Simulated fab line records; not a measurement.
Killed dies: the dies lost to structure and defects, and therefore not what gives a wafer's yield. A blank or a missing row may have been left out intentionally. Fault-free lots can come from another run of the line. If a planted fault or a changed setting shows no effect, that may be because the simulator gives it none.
Which tool was responsible?    flow gf180mcu    13 lots (39 wafers sampled), 1 step of a 602-step route

WHAT THE GAUGES READ, wafer by wafer
GF_DNWELL_TW_MEAS_09.
lot   measured     on            DNWELL_TW
L458  day 2 20:51  filmMetro-02  1341 1332 1329
L459  day 3 02:13  filmMetro-01  1360 1366 1358
L461  day 3 11:28  filmMetro-04  1318 1315 1316
L462  day 3 16:48  filmMetro-04  1312 1317 1311
L463  day 3 20:28  filmMetro-04  1312 1318 1323
L469  day 5 09:22  filmMetro-04  1324 1324 1329
L475  day 6 13:44  filmMetro-01  1336 1347 1341
L476  day 6 16:59  filmMetro-01  1346 1340 1330
L477  day 6 23:59  filmMetro-04  1320 1318 1320
L478  day 7 03:47  filmMetro-04  1321 1323 1322
L479  day 7 10:11  filmMetro-04  1333 1321 1326
L480  day 7 15:49  filmMetro-01  1347 1343 1358
L481  day 7 20:28  filmMetro-04  1326 1333 1327

TOOL THAT RAN EACH LOT (tool first, then ch and the chambers of the sampled wafers, then the start)
No process step before these readings appears in the record.

AS READ BY THE TOOLS THEMSELVES (means over the sampled wafers that have a number; for cases with no such wafer, the mark the record gives instead)
The record holds no such reading with a usual standard deviation.

THE ANSWER, worked out from the rows above alone
Rule: the usual values come from the lots themselves. The widest of any qualifying gaps counts: lots, ordered by their means at a reading, are off when they make up no more than a third of the lots, leave a main group of 4 or more, and stand apart from it by 3 or more times the standard deviation of that group's means. The tables above print the reading to a certain number of digits; a main group whose means all agree to those digits is not used. Also off: a lot with no number at a reading for which 4 or more lots have one. Where the step has rows for the other lots, those lots are counted as sound. After the gauges, taken in route order, come the tools' own readings; for these a lot's mean is taken, as printed above. The first step at which some lot is off is used, and at that step the reading that is off furthest; a lot without a number counts as furthest.
Nothing can be told from this: no lot is off at any reading shown.

WHAT HAD BEEN PUT IN BY THE SIMULATOR
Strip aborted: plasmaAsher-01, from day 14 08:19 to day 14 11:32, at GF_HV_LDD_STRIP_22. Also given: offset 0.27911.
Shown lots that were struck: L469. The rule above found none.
